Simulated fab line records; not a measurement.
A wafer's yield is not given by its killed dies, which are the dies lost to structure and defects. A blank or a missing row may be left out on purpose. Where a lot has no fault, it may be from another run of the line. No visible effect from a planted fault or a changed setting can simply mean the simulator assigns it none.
Which tool is to blame? ; flow gf180mcu ; 13 lots with 39 wafers sampled at 5 steps, on a route of 602 steps

== WHAT THE GAUGES READ, wafer by wafer ==
GF_STI_CD_MEAS_12 targets a cd of 220 nm.
lot;measured;on;cdNm (nm)
L924;day 2 11:53;cdSem-01;218.4 218.5 219.7
L926;day 2 22:53;cdSem-02;221.1 222.1 220.9
L927;day 3 04:20;cdSem-01;222.2 222.2 220.9
L929;day 3 14:11;cdSem-01;221.3 220.7 220.8
L930;day 3 18:41;cdSem-02;220.5 220.0 220.5
L932;day 4 05:43;cdSem-01;222.3 221.6 222.0
L934;day 4 15:28;cdSem-01;219.1 220.1 220.0
L935;day 4 22:07;cdSem-02;221.3 220.6 222.0
L936;day 5 03:19;cdSem-01;220.1 220.2 220.3
L940;day 5 21:58;cdSem-02;173.9 173.5 174.8 174.4 173.5 174.9
L942;day 6 09:47;cdSem-02;219.4 219.2 219.0
L944;day 6 20:00;cdSem-02;220.6 220.5 221.9
L945;day 7 00:01;cdSem-01;219.4 220.2 220.6

GF_VT_IMPLANT_TW_MEAS_10.
lot;measured;on;VT_IMPLANT_TW
L924;day 6 05:13;filmMetro-04;566 567 568
L926;day 6 18:04;filmMetro-04;567 571 569
L927;day 6 23:26;filmMetro-02;557 556 556
L929;day 7 11:37;filmMetro-01;563 560 561
L930;day 7 18:19;filmMetro-02;561 561 560
L932;day 8 03:46;filmMetro-01;559 562 560
L934;day 8 16:14;filmMetro-01;558 559 558
L935;day 9 00:25;filmMetro-01;561 560 564
L936;day 9 07:50;filmMetro-04;572 573 569
L942;day 10 18:14;filmMetro-01;562 559 559
L944;day 11 05:17;filmMetro-01;559 562 562
L945;day 11 10:41;filmMetro-02;561 558 560

GF_CONTACT_CD_MEAS_14 targets a cd of 220 nm.
lot;measured;on;cdNm (nm)
L924;day 16 18:20;cdSem-01;220.8 221.2 221.0
L926;day 17 13:14;cdSem-02;221.0 220.7 223.3
L927;day 17 22:52;cdSem-02;219.0 219.7 220.3
L929;day 18 18:24;cdSem-01;218.9 220.7 220.5
L930;day 19 03:01;cdSem-01;220.3 220.8 219.8
L932;day 19 19:26;cdSem-01;220.4 222.0 220.7
L934;day 20 08:50;cdSem-01;223.0 223.1 221.0
L935;day 21 00:26;cdSem-02;221.4 221.7 221.2
L936;day 21 10:21;cdSem-02;220.5 220.5 219.6
L942;day 23 09:10;cdSem-02;219.0 220.3 220.1
L944;day 24 04:29;cdSem-02;219.6 218.6 219.1
L945;day 24 05:36;cdSem-01;219.3 219.3 220.1

== WHICH TOOL RAN EACH LOT (tool, then ch and the chambers of the sampled wafers, then the start) ==
lot;GF_STI_EXPOSE_09;GF_SAB_ETCH_11
L924;krfScanner-01 ch 0, day 2 06:01;rieDiel-04 ch 0,1,3, day 15 18:44
L926;krfScanner-01 ch 0, day 2 16:13;rieDiel-04 ch 0,2,3, day 16 12:08
L927;krfScanner-02 ch 0, day 2 22:01;rieDiel-04 ch 0,2,3, day 16 21:59
L929;krfScanner-01 ch 0, day 3 07:02;rieDiel-04 ch 0,1,3, day 17 16:46
L930;krfScanner-01 ch 0, day 3 11:59;rieDiel-04 ch 0,1,3, day 18 01:26
L932;krfScanner-01 ch 0, day 3 23:11;rieDiel-03 ch 0,2,3, day 18 16:44
L934;krfScanner-01 ch 0, day 4 08:51;rieDiel-02 ch 0,2,3, day 19 06:32
L935;krfScanner-01 ch 0, day 4 14:23;rieDiel-04 ch 0,2,3, day 19 22:56
L936;krfScanner-02 ch 0, day 4 20:32;rieDiel-02 ch 0,2,3, day 20 08:45
L940;krfScanner-01 ch 0, day 5 15:17;-
L942;krfScanner-01 ch 0, day 6 02:11;rieDiel-04 ch 1,2,3, day 22 08:38
L944;krfScanner-01 ch 0, day 6 12:52;rieDiel-03 ch 0,2,3, day 23 04:08
L945;krfScanner-02 ch 0, day 6 16:49;rieDiel-03 ch 0,2, day 23 05:44
- GF_STI_EXPOSE_09: exposes mask COMP, target cd 220 nm.
- GF_SAB_ETCH_11: etches SiO2 in C4F8/O2/Ar, target depth 55 nm, time 8.5 s.

== WHAT THE TOOLS THEMSELVES READ (means of the sampled wafers that have a number; where no wafer has one, the mark that the record gives instead) ==
GF_SAB_ETCH_11.
lot;tool;oesProductAu (a.u.)
L924;rieDiel-04;0.998
L926;rieDiel-04;1.004
L927;rieDiel-04;0.996
L929;rieDiel-04;1.006
L930;rieDiel-04;0.993
L932;rieDiel-03;1.014
L934;rieDiel-02;1.003
L935;rieDiel-04;1.003
L936;rieDiel-02;1.008
L942;rieDiel-04;1.002
L944;rieDiel-03;0.999
L945;rieDiel-03;1.005

== THE ANSWER, worked out from the rows above alone ==
Rule: what is usual is taken from the lots themselves. Put in order of their means at a reading, lots are off if they are a third of the lots or fewer, leave a main group of 4 or more, and stand apart from it by a gap of 3 or more times the standard deviation of the main group's means; of several such gaps the widest counts. If all means in a main group match to the digits the tables above print for the reading, that group is not used. A lot without any number at a reading at which 4 lots or more have one is off too. Any other lot the step has rows for is counted as sound. First the gauges in route order, then the tools' own readings, where a lot's mean is used as printed above. At the first step where some lot is off, the reading lying furthest off is the one used; lots without a number count as furthest.
Off: L940 (GF_STI_CD_MEAS_12, cdNm). For the main group the mean is 220.6 nm and the standard deviation 0.95.
If a tool, at a process step before that reading, ran all the lots that are off and no sound lot after the first of them, it fits. Those tools and the gauges at GF_STI_CD_MEAS_12 are tried in the same way. Of those tried, none fits.

== WHAT WAS PUT IN BY THE SIMULATOR ==
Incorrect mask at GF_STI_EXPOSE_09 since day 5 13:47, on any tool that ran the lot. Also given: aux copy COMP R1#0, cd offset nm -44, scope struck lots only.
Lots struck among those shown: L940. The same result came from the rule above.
